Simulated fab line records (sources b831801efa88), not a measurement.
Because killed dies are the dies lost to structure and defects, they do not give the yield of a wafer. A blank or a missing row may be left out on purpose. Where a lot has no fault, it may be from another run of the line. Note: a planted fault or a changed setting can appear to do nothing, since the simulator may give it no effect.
fab line records | flow sky130
record lots=13 | wafers=39 | last-day=50
route steps=708 shown CONTACT@421 METAL1@450 VIA1@479 PAD_OPEN@708
lots with no fault: from the same line, run without faults
start-h: the number of hours between the record's first day and the start of the first shown wafer of the lot | wait-h: hours from the lot's prior step to this one | " as in the row above | L1.1+2: one row covering several wafers at once | - value missing, or start not given | * or withheld: withheld | < > ~ a bound
route shown NAME@n: NAME is a module with steps in the file, n the number in the route of the first one | usual: mean and standard deviation over wafers with no fault | same: alike in all rows | chamber/n: place in a boat | sites: each site's reading | _std_site: standard deviation across them | _edge_site: mean of outer sites minus mean of inner sites | radius-mm: for every site, how far away it sits from the centre of the wafer | mask NAME#n: copy n | behind: the tool/chamber that last shaped the wafer | hold: reason for holding the lot/hours on hold/outcome of the hold | device: the n, p or np transistor that did not switch | end of line: the same wafers' tests at the end of the route | a step without rows: its recipe alone | killed: dies lost to structure and defects at the first sort, not the wafer's yield | map: a wafer's dies, x killed, . not, _ none there
set.NAME: the setting the step ran with; set.NAME@STEP: the setting that earlier step ran with | model.NAME: the simulator's own value behind a step, which no gauge read
the route's steps for a sample of lots (tables are steps, rows are wafers)
services: a tool's chamber out of use, with start hour (start-h, from the record's first day; less than 0 if before it), hours out, and reason
## steps
# step SKY_CONTACT_OVL_MEAS_15
# usual CONTACT_OVL=4/4.5
lot.wafer | tool       | chamber | start-h | wait-h | CONTACT_OVL[nm]
L961.2    | overlay-02 | -       | 725.19  | 0.1    | 0
L961.4    | "          | -       | "       | "      | 6
L961.5    | "          | -       | "       | "      | 0
L960.2    | overlay-02 | -       | 728.18  | 0.1    | 9
L960.3    | "          | -       | "       | "      | -6
L960.5    | "          | -       | "       | "      | 3
L962.1    | overlay-02 | -       | 744.19  | 0.1    | 5
L962.4    | "          | -       | "       | "      | 8
L962.5    | "          | -       | "       | "      | 3
L963.1    | overlay-01 | -       | 763.32  | 0.1    | 11
L963.2    | "          | -       | "       | "      | 8
L963.3    | "          | -       | "       | "      | 12
L964.1    | overlay-02 | -       | 770.89  | 0.1    | 7
L964.3    | "          | -       | "       | "      | -1
L964.6    | "          | -       | "       | "      | 8
L966.2    | overlay-02 | -       | 782.01  | 0.1    | 4
L966.5    | "          | -       | "       | "      | 9
L966.6    | "          | -       | "       | "      | 8
L965.3    | overlay-01 | -       | 782.55  | 0.1    | 4
L965.5    | "          | -       | "       | "      | -3
L965.6    | "          | -       | "       | "      | 3
L967.2    | overlay-02 | -       | 789.48  | 0.1    | 7
L967.4    | "          | -       | "       | "      | 5
L967.6    | "          | -       | "       | "      | -1
L968.1    | overlay-02 | -       | 792.77  | 0.1    | 0
L968.2    | "          | -       | "       | "      | 1
L968.3    | "          | -       | "       | "      | 1
L969.1    | overlay-01 | -       | 804.38  | 0.1    | 5
L969.4    | "          | -       | "       | "      | 10
L969.5    | "          | -       | "       | "      | 9
L977.1    | overlay-01 | -       | 858.42  | 0.1    | 5
L977.3    | "          | -       | "       | "      | 5
L977.5    | "          | -       | "       | "      | 12
L981.2    | overlay-01 | -       | 901.64  | 0.1    | -3
L981.5    | "          | -       | "       | "      | -2
L981.6    | "          | -       | "       | "      | 0
L983.2    | overlay-02 | -       | 908.68  | 0.1    | 5
L983.3    | "          | -       | "       | "      | 10
L983.5    | "          | -       | "       | "      | 10
# step SKY_METAL1_OVL_MEAS_16
# usual METAL1_OVL=2/5.2
lot.wafer | tool       | chamber | start-h | wait-h | METAL1_OVL[nm]
L961.2    | overlay-01 | -       | 753.99  | 0.1    | -3
L961.4    | "          | -       | "       | "      | -5
L961.5    | "          | -       | "       | "      | -7
L960.2    | overlay-01 | -       | 757.24  | 0.1    | 9
L960.3    | "          | -       | "       | "      | 4
L960.5    | "          | -       | "       | "      | 8
L962.1    | overlay-01 | -       | 772.90  | 0.1    | 10
L962.4    | "          | -       | "       | "      | 5
L962.5    | "          | -       | "       | "      | 10
L963.1    | overlay-02 | -       | 790.83  | 0.1    | -5
L963.2    | "          | -       | "       | "      | -2
L963.3    | "          | -       | "       | "      | 4
L964.1    | overlay-02 | -       | 799.18  | 0.1    | 4
L964.3    | "          | -       | "       | "      | 3
L964.6    | "          | -       | "       | "      | -1
L966.2    | overlay-01 | -       | 809.64  | 0.1    | -1
L966.5    | "          | -       | "       | "      | 4
L966.6    | "          | -       | "       | "      | 1
L965.3    | overlay-01 | -       | 810.94  | 0.1    | 1
L965.5    | "          | -       | "       | "      | 2
L965.6    | "          | -       | "       | "      | 1
L967.2    | overlay-02 | -       | 816.29  | 0.1    | 2
L967.4    | "          | -       | "       | "      | 6
L967.6    | "          | -       | "       | "      | 7
L968.1    | overlay-01 | -       | 819.83  | 0.1    | 3
L968.2    | "          | -       | "       | "      | -2
L968.3    | "          | -       | "       | "      | 0
L969.1    | overlay-01 | -       | 832.41  | 0.1    | 14
L969.4    | "          | -       | "       | "      | 8
L969.5    | "          | -       | "       | "      | 9
L977.1    | overlay-01 | -       | 886.58  | 0.1    | 4
L977.3    | "          | -       | "       | "      | 6
L977.5    | "          | -       | "       | "      | 6
L981.2    | overlay-02 | -       | 927.65  | 0.1    | 2
L981.5    | "          | -       | "       | "      | 10
L981.6    | "          | -       | "       | "      | 11
L983.2    | overlay-02 | -       | 935.10  | 0.1    | -2
L983.3    | "          | -       | "       | "      | 7
L983.5    | "          | -       | "       | "      | 2
# step SKY_VIA1_CVD_21
# recipe material=W | target-thk-nm=270 | time-s=80.902 | temp-c=400 | pressure-torr=40
# usual heater-power-w=900/140
lot.wafer | tool     | chamber | start-h | wait-h | heater-power-w
L961.2    | cvd-w-01 | 1       | 782.68  | 0.0    | 857
L961.4    | "        | 1       | "       | "      | 844
L961.5    | "        | 1       | "       | "      | 822
L960.2    | cvd-w-02 | 1       | 786.48  | 0.0    | 709
L960.3    | "        | 1       | "       | "      | 723
L960.5    | "        | 1       | "       | "      | 719
L962.1    | cvd-w-01 | 1       | 801.51  | 0.0    | 849
L962.4    | "        | 0       | "       | "      | 1083
L962.5    | "        | 1       | "       | "      | 849
L963.1    | cvd-w-01 | 0       | 819.58  | 0.0    | 1119
L963.2    | "        | 1       | "       | "      | 847
L963.3    | "        | 0       | "       | "      | 1101
L964.1    | cvd-w-01 | 0       | 827.95  | 0.0    | 1121
L964.3    | "        | 1       | "       | "      | 871
L964.6    | "        | 1       | "       | "      | 852
L966.2    | cvd-w-02 | 1       | 838.27  | 0.0    | 729
L966.5    | "        | 0       | "       | "      | 834
L966.6    | "        | 1       | "       | "      | 715
L965.3    | cvd-w-01 | 0       | 838.95  | 0.1    | 1092
L965.5    | "        | 0       | "       | "      | 1075
L965.6    | "        | 1       | "       | "      | 849
L967.2    | cvd-w-01 | 1       | 845.04  | 0.0    | 849
L967.4    | "        | 1       | "       | "      | 835
L967.6    | "        | 0       | "       | "      | 1091
L968.1    | cvd-w-01 | 1       | 848.86  | 0.0    | 851
L968.2    | "        | 0       | "       | "      | 1093
L968.3    | "        | 1       | "       | "      | 848
L969.1    | cvd-w-01 | 0       | 860.69  | 0.0    | 1086
L969.4    | "        | 0       | "       | "      | 1113
L969.5    | "        | 1       | "       | "      | 871
L977.1    | cvd-w-02 | 0       | 913.44  | 0.0    | 843
L977.3    | "        | 1       | "       | "      | 722
L977.5    | "        | 1       | "       | "      | 712
L981.2    | cvd-w-02 | 1       | 955.08  | 0.0    | 725
L981.5    | "        | 1       | "       | "      | 721
L981.6    | "        | 0       | "       | "      | 860
L983.2    | cvd-w-02 | 0       | 962.40  | 0.0    | 839
L983.3    | "        | 1       | "       | "      | 737
L983.5    | "        | 0       | "       | "      | 831
# step SKY_VIA1_CMP_24
# recipe stop-on=SiO2 | t-overpolish-s=15 | down-force-psi=3.5 | platen-rpm=60 | target-thk-nm=0 | pad-velocity-m-s=0.94248
# usual motor-current-A=11.3/1.6 | overpolish-run-s=15.000/0.0099 | time-to-endpoint-s=66/4.6
lot.wafer | tool   | chamber | start-h | wait-h | motor-current-A | overpolish-run-s | time-to-endpoint-s
L961.4    | cmp-02 | 3       | 783.00  | 0.1    | 14.2            | 14.995           | 70
L961.2    | "      | 0       | "       | "      | 10.0            | 15.005           | 73
L961.5    | "      | 2       | "       | "      | 11.2            | 15.004           | 63
L960.2    | cmp-02 | 0       | 786.75  | 0.0    | 9.4             | 14.995           | 69
L960.3    | "      | 2       | "       | "      | 12.0            | 14.996           | 64
L960.5    | "      | 1       | "       | "      | 8.5             | 14.993           | 66
L962.4    | cmp-02 | 1       | 801.83  | 0.1    | 8.8             | 15.004           | 71
L962.1    | "      | 3       | "       | "      | 13.9            | 15.013           | 72
L962.5    | "      | 0       | "       | "      | 9.7             | 14.997           | 72
L963.2    | cmp-01 | 0       | 819.85  | 0.0    | 12.4            | 15.021           | 64
L963.1    | "      | 1       | "       | "      | 10.9            | 15.010           | 64
L963.3    | "      | 3       | "       | "      | 11.3            | 15.026           | 61
L964.1    | cmp-01 | 0       | 828.27  | 0.1    | 12.2            | 14.981           | 66
L964.3    | "      | 2       | "       | "      | 11.3            | 14.989           | 61
L964.6    | "      | 3       | "       | "      | 11.7            | 14.998           | 63
L966.2    | cmp-01 | 3       | 838.59  | 0.1    | 12.1            | 14.999           | 65
L966.5    | "      | 2       | "       | "      | 10.5            | 15.004           | 64
L966.6    | "      | 3       | "       | "      | 11.7            | 15.015           | 65
L965.3    | cmp-02 | 0       | 839.30  | 0.1    | 9.6             | 14.993           | 74
L965.5    | "      | 2       | "       | "      | 11.4            | 14.993           | 64
L965.6    | "      | 3       | "       | "      | 13.7            | 15.000           | 73
L967.4    | cmp-01 | 2       | 845.31  | 0.0    | 10.5            | 15.007           | 64
L967.2    | "      | 1       | "       | "      | 10.6            | 15.004           | 69
L967.6    | "      | 2       | "       | "      | 10.9            | 14.989           | 67
L968.2    | cmp-02 | 2       | 849.13  | 0.0    | 11.3            | 14.994           | 65
L968.3    | "      | 0       | "       | "      | 9.6             | 14.989           | 75
L968.1    | "      | 1       | "       | "      | 8.8             | 14.989           | 71
L969.1    | cmp-02 | 2       | 860.96  | 0.1    | 11.3            | 14.999           | 64
L969.4    | "      | 3       | "       | "      | 14.0            | 14.987           | 70
L969.5    | "      | 3       | "       | "      | 13.9            | 15.018           | 69
L977.1    | cmp-01 | 2       | 913.90  | 0.2    | 10.5            | 15.000           | 32
L977.3    | "      | 3       | "       | "      | 12.0            | 15.008           | 61
L977.5    | "      | 2       | "       | "      | 10.9            | 14.996           | 36
L981.2    | cmp-02 | 3       | 955.41  | 0.1    | 13.7            | 14.995           | 70
L981.6    | "      | 2       | "       | "      | 10.7            | 14.996           | 63
L981.5    | "      | 3       | "       | "      | 14.3            | 14.983           | 71
L983.3    | cmp-02 | 0       | 962.67  | 0.0    | 9.3             | 15.014           | 69
L983.2    | "      | 3       | "       | "      | 14.3            | 15.000           | 69
L983.5    | "      | 1       | "       | "      | 9.0             | 15.001           | 69
# step SKY_PAD_OPEN_PROBE_99
# usual defect-limited-yield=82.5/1.9 | killed_at_M0_to_M3=43/6.6 | killed_at_M4_up=3.0/1.8 | killed-at-contacts=24/5.1 | killed-at-front-end=16/4.5 | killed-at-other=0.3/0.67 | killed-dies=86/9.3 | killed-open=47/6.9 | killed-short=39/6.6 | sort_bin_3_pad_short=0.9/0.41 | sort_bin_5_function=10.4/1.4 | sort_bin_6_memory=6.2/1.1 | sort-n-pass=406/9.3 | sort-yield-pct=82.5/1.9
# same gross-dies=492 | killed-at-back-side=0 | sort_bin_4_leakage[%]=0 | sort_bin_8_speed[%]=0
lot.wafer | tool      | chamber | start-h | wait-h | defect-limited-yield[%] | killed_at_M0_to_M3 | killed_at_M4_up | killed-at-contacts | killed-at-front-end | killed-at-other | killed-dies | killed-open | killed-short | sort_bin_3_pad_short[%] | sort_bin_5_function[%] | sort_bin_6_memory[%] | sort-n-pass | sort-yield-pct[%]
L963.1    | prober-01 | -       | 1095.39 | 0.1    | 83.9                    | 34                 | 2               | 24                 | 18                  | 1               | 79          | 48          | 31           | 0.2                     | 9.8                    | 6.1                  | 413         | 83.9
L963.2    | prober-01 | -       | 1095.44 | 0.1    | 82.3                    | 50                 | 0               | 23                 | 12                  | 2               | 87          | 49          | 35           | 1.0                     | 10.4                   | 6.3                  | 405         | 82.3
L963.3    | prober-01 | -       | 1095.49 | 0.2    | 80.7                    | 43                 | 6               | 25                 | 20                  | 1               | 95          | 54          | 39           | 0.8                     | 12.0                   | 6.5                  | 397         | 80.7
L965.3    | prober-02 | -       | 1110.68 | 0.2    | 82.9                    | 54                 | 2               | 16                 | 11                  | 1               | 84          | 35          | 49           | 0.8                     | 11.0                   | 5.3                  | 408         | 82.9
L965.5    | prober-02 | -       | 1110.78 | 0.2    | 81.3                    | 53                 | 1               | 23                 | 15                  | 0               | 92          | 51          | 41           | 1.4                     | 10.4                   | 6.9                  | 400         | 81.3
L965.6    | prober-02 | -       | 1110.83 | 0.2    | 83.5                    | 49                 | 4               | 17                 | 11                  | 0               | 81          | 40          | 40           | 1.0                     | 8.5                    | 6.9                  | 411         | 83.5
L967.2    | prober-01 | -       | 1115.05 | 0.1    | 83.5                    | 40                 | 4               | 14                 | 23                  | 0               | 81          | 50          | 29           | 0.4                     | 10.6                   | 5.5                  | 411         | 83.5
L967.4    | prober-01 | -       | 1115.15 | 0.2    | 84.3                    | 28                 | 1               | 26                 | 21                  | 1               | 77          | 38          | 39           | 0.8                     | 10.0                   | 4.9                  | 415         | 84.3
L967.6    | prober-01 | -       | 1115.25 | 0.2    | 81.7                    | 46                 | 1               | 25                 | 18                  | 0               | 90          | 47          | 43           | 1.0                     | 10.6                   | 6.7                  | 402         | 81.7
# killed by level:class
L963.1 CONTACT:geometric-particle:open=13 VIA1:geometric-particle:open=8 POLY_GATE:geometric-particle:open=6 VIA2:geometric-particle:open=6 METAL1:geometric-particle:short=5 FIELD_ISO:geometric-particle:short=4 LI_CONTACT:geometric-particle:open=4 VIA3:geometric-particle:open=4
L963.2 VIA1:geometric-particle:open=14 CONTACT:geometric-particle:open=10 VIA2:geometric-particle:open=9 LI_CONTACT:geometric-particle:open=7 METAL1:geometric-particle:short=7 VIA1:geometric-particle:short=6 VIA3:geometric-particle:open=5 FIELD_ISO:geometric-particle:short=4
L963.3 CONTACT:geometric-particle:open=10 VIA1:geometric-particle:open=10 CONTACT:geometric-particle:short=8 METAL1:geometric-particle:short=8 POLY_GATE:geometric-particle:open=7 FIELD_ISO:geometric-particle:open=6 VIA3:geometric-particle:open=6 METAL4:geometric-particle:short=5
L965.3 VIA1:geometric-particle:open=9 VIA3:geometric-particle:open=9 METAL2:geometric-particle:short=9 METAL1:geometric-particle:short=8 VIA1:geometric-particle:short=8 LOCAL_INTERCONNECT:geometric-particle:short=7 FIELD_ISO:geometric-particle:short=5 LI_CONTACT:geometric-particle:open=4
L965.5 VIA1:geometric-particle:open=12 LOCAL_INTERCONNECT:geometric-particle:short=9 VIA3:geometric-particle:open=9 CONTACT:geometric-particle:open=8 METAL1:geometric-particle:short=8 VIA1:geometric-particle:short=5 VIA2:geometric-particle:open=5 FIELD_ISO:geometric-particle:open=4
L965.6 VIA1:geometric-particle:open=13 VIA3:geometric-particle:open=6 VIA1:geometric-particle:short=6 METAL2:geometric-particle:short=5 VIA3:geometric-particle:short=5 LI_CONTACT:geometric-particle:open=4 LOCAL_INTERCONNECT:geometric-particle:short=4 METAL4:geometric-particle:short=4
L967.2 VIA1:geometric-particle:open=11 VIA2:geometric-particle:open=7 CONTACT:geometric-particle:open=7 VIA3:geometric-particle:open=7 FIELD_ISO:geometric-particle:short=6 FIELD_ISO:geometric-particle:open=5 POLY_GATE:geometric-particle:open=5 METAL1:geometric-particle:short=5
L967.4 CONTACT:geometric-particle:short=11 VIA1:geometric-particle:open=9 FIELD_ISO:geometric-particle:short=8 CONTACT:geometric-particle:open=8 FIELD_ISO:geometric-particle:open=6 POLY_GATE:geometric-particle:open=4 LI_CONTACT:geometric-particle:open=4 METAL2:geometric-particle:short=4
L967.6 CONTACT:geometric-particle:open=11 VIA2:geometric-particle:open=11 LOCAL_INTERCONNECT:geometric-particle:short=7 FIELD_ISO:geometric-particle:open=6 VIA2:geometric-particle:short=6 VIA1:geometric-particle:open=5 VIA1:geometric-particle:short=5 METAL2:geometric-particle:short=5
## services
tool     | chamber | start-h | hours | kind
cmp-01   | -       | 759.44  | 4.0   | pm
cvd-w-01 | -       | 761.16  | 0.5   | repair
cmp-01   | -       | 768.78  | 6.8   | pm
cmp-01   | -       | 830.07  | 1.5   | repair
cvd-w-02 | -       | 841.62  | 1.3   | repair
cmp-02   | -       | 843.07  | 4.3   | repair
cmp-02   | -       | 861.57  | 3.0   | pm
cvd-w-02 | 0       | 864.05  | 26.6  | repair
cmp-01   | -       | 879.41  | 0.2   | repair
cmp-01   | -       | 881.21  | 0.3   | repair
cmp-01   | -       | 891.57  | 0.3   | repair
cvd-w-02 | -       | 894.68  | 6.0   | pm
cvd-w-01 | -       | 904.00  | 14.0  | pm
cvd-w-01 | 0       | 904.00  | 14.0  | vent-cycle
cvd-w-01 | 1       | 904.00  | 14.0  | vent-cycle
cmp-02   | -       | 912.29  | 4.0   | pm
cmp-02   | -       | 916.29  | -     | consumable-replace:conditioner
cmp-02   | -       | 916.29  | -     | consumable-replace:pad
cvd-w-01 | 0       | 918.00  | -     | clean
cvd-w-01 | 1       | 918.00  | -     | clean
cmp-01   | -       | 923.52  | 2.9   | repair
cvd-w-02 | -       | 932.56  | 0.4   | repair
cvd-w-02 | -       | 950.81  | 0.6   | repair
cmp-02   | -       | 951.09  | 0.5   | repair
## key
first-sign step=SKY_VIA1_CMP_24 | reading=time-to-endpoint-s | direction=down | sigmas=6.9 | usual=* | struck=*
effect none on later readings
met-at SKY_VIA1_CMP_24
struck-lots L977
struck-wafers L977.1,L977.5
not-acting-at SKY_CONTACT_OVL_MEAS_15,SKY_METAL1_OVL_MEAS_16,SKY_VIA1_CVD_21
onset-between 845.31 913.90
fault kind=process-parameter-drift | tool=cmp-01 | chamber=2 | onset-h=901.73 | steps=SKY_VIA1_CMP_24 | channel=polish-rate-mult | offset=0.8 | shape=step | end-h=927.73
